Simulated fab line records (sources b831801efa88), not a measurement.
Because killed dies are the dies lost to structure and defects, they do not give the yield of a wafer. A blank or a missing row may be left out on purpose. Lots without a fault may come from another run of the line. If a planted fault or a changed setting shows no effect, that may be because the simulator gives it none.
One fault seen from 2 desks -- flow sky130 -- each desk has only its own numbers; what lay behind them comes last

AT THE TOOL OWNER'S DESK: cvd-w-02
The tool's own readings at SKY_LI_CONTACT_CVD_21 (deposits W, target thk 400 nm, time 120.56 s): means of the sampled wafers that have a number, for each lot that ran on this tool. Any lot whose mean is over 4 standard deviations away from the usual mean is out of limits and marked OUT; that distance is given in the brackets.
Columns: A = heater-power-w at SKY_LI_CONTACT_CVD_21, usual 844 W
lot,first seen here,A
L448,day 29 05:10,850
L449,day 29 11:58,858
L452,day 30 15:36,841
L458,day 32 14:30,834
L459,day 32 23:38,840
L460,day 33 04:22,855
L471,day 36 13:36,860
This desk's finding: nothing out of limits on any of the 7 lots.

FROM THE METROLOGY DESK
What the gauges read for every lot (on any tool): the sampled wafers with a number, averaged. Any lot whose mean is over 4 standard deviations away from the usual mean is out of limits and marked OUT; that distance is given in the brackets.
Columns: A = cd-nm at SKY_LI_CONTACT_CD_MEAS_12, usual 169.7 nm; B = LI_CONTACT_OVL at SKY_LI_CONTACT_OVL_MEAS_13, usual -3 nm; C = LI_CONTACT_W_RS at SKY_LI_CONTACT_RS_MEAS_22, usual 0.283 ohm/sq; D = LI_CONTACT_W_THK at SKY_LI_CONTACT_THK_MEAS_23, usual 386 nm
lot,first seen here,A,B,C,D
L448,day 29 04:27,170.0,-6,0.284,380
L449,day 29 11:14,168.9,-3,0.283,381
L452,day 30 14:53,171.5,-5,0.284,388
L455,day 31 15:52,168.6,-7,0.281,394
L458,day 32 13:47,169.6,-2,0.259 (-7.0) OUT,430 (+6.4) OUT
L459,day 32 22:56,171.4,-8,0.231 (-15) OUT,476 (+13) OUT
L460,day 33 03:39,169.7,5,0.265 (-5.0) OUT,416 (+4.3) OUT
L467,day 35 08:47,167.9,-2,0.280,381
L468,day 35 12:46,169.9,-7,0.281,394
L469,day 36 01:29,169.0,3,0.281,389
L470,day 36 07:32,169.0,-4,0.285,381
L471,day 36 12:55,170.4,-8,0.283,384
This desk's result: L458, L459, L460 out of limits, first on L458 (LI_CONTACT_W_RS at SKY_LI_CONTACT_RS_MEAS_22), day 32 14:38. Within limits: L448, L449, L452, L455, L467, L468, L469, L470, L471.

PUT TOGETHER
An alarm was possible from the metrology desk at day 32 14:38, on L458, L459, L460.
Nothing out of limits was seen by the tool owner's desk.
Tool owner's desk: L458, L459, L460 on record, inside its limits.
Every lot named ran SKY_LI_CONTACT_CVD_21 on cvd-w-02.

WHAT THE SIMULATOR HAD INSERTED
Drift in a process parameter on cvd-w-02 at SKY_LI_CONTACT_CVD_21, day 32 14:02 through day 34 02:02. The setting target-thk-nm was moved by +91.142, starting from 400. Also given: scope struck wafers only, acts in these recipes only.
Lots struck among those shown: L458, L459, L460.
Time in hours between the start of the fault and the first out-of-limits reading at each desk: metrology desk, 1.
